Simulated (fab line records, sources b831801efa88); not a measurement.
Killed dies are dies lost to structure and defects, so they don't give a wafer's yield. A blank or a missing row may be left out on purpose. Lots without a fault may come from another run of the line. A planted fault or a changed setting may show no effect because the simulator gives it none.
One fault seen from 2 desks | flow sky130 | each desk has only its own numbers; what lay behind them comes last

THE TOOL OWNER'S DESK: rie_diel-01
The tool's own readings at SKY_VIA4_ETCH_12 (etches SiO2 in C4F8/O2/Ar, stops on TiN, target depth 580 nm): means of the sampled wafers that have a number, for each lot that ran on this tool. A lot is out of limits, marked OUT, if its mean lies more than 4 standard deviations from the usual mean; the brackets give that distance.
Columns: A = bias_w at SKY_VIA4_ETCH_12, usual 1200 W; B = chamber_pressure_mTorr at SKY_VIA4_ETCH_12, usual 40.00 mTorr; C = oes_product_au at SKY_VIA4_ETCH_12, usual 0.926 a.u.; D = rf_fwd_power_W at SKY_VIA4_ETCH_12, usual 1490 W
lot  | first seen here | A    | B     | C     | D
L584 | day 45 23:20    | 1198 | 40.00 | 0.927 | 1493
L592 | day 47 11:12    | 1194 | 40.00 | 0.926 | 1251 (-47) OUT
L593 | day 47 14:11    | 1199 | 40.01 | 0.927 | 1249 (-47) OUT
This desk's finding: out of limits on L592, L593; first on L592, day 47 11:12 (rf_fwd_power_W at SKY_VIA4_ETCH_12). In limits: L584.

THE METROLOGY DESK
What the gauges read, lot by lot, whatever tool the lot ran on: means of the sampled wafers that have a number. A lot is out of limits, marked OUT, if its mean lies more than 4 standard deviations from the usual mean; the brackets give that distance.
Columns: A = VIA4_HDPCVD_THK at SKY_VIA4_THK_MEAS_01, usual 1737 nm; B = VIA4_BOW at SKY_VIA4_BOW_MEAS_03, usual 80 um; C = VIA4_OVL at SKY_VIA4_OVL_MEAS_11, usual -0.1 nm
lot  | first seen here | A    | B  | C
L575 | day 41 22:23    | 1722 | 74 | -1.3
L584 | day 45 01:21    | 1726 | 83 | -0.8
L592 | day 46 14:43    | 1734 | 74 | 2.2
L593 | day 46 18:11    | 1756 | 91 | 0.3
L597 | day 47 15:06    | 1751 | 92 | 1.5
L598 | day 47 17:13    | 1755 | 74 | -1.2
This desk's finding: nothing out of limits on any of the 6 lots.

PUT TOGETHER
The tool owner's desk could have raised an alarm at day 47 11:12, on L592, L593.
The metrology desk saw nothing out of limits.
The metrology desk has L592, L593 on record, within its limits.
Of the lots named, all ran SKY_VIA4_ETCH_12 on rie_diel-01.

WHAT THE SIMULATOR HAD PUT IN
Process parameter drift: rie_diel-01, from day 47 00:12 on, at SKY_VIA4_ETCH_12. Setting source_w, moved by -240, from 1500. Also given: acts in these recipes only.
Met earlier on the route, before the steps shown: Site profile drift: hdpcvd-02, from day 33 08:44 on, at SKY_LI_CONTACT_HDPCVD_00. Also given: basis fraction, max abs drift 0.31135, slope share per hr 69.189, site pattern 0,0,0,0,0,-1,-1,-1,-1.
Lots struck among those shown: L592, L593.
Hours from the fault's start to each desk's first reading out of limits: the tool owner's desk, 11.
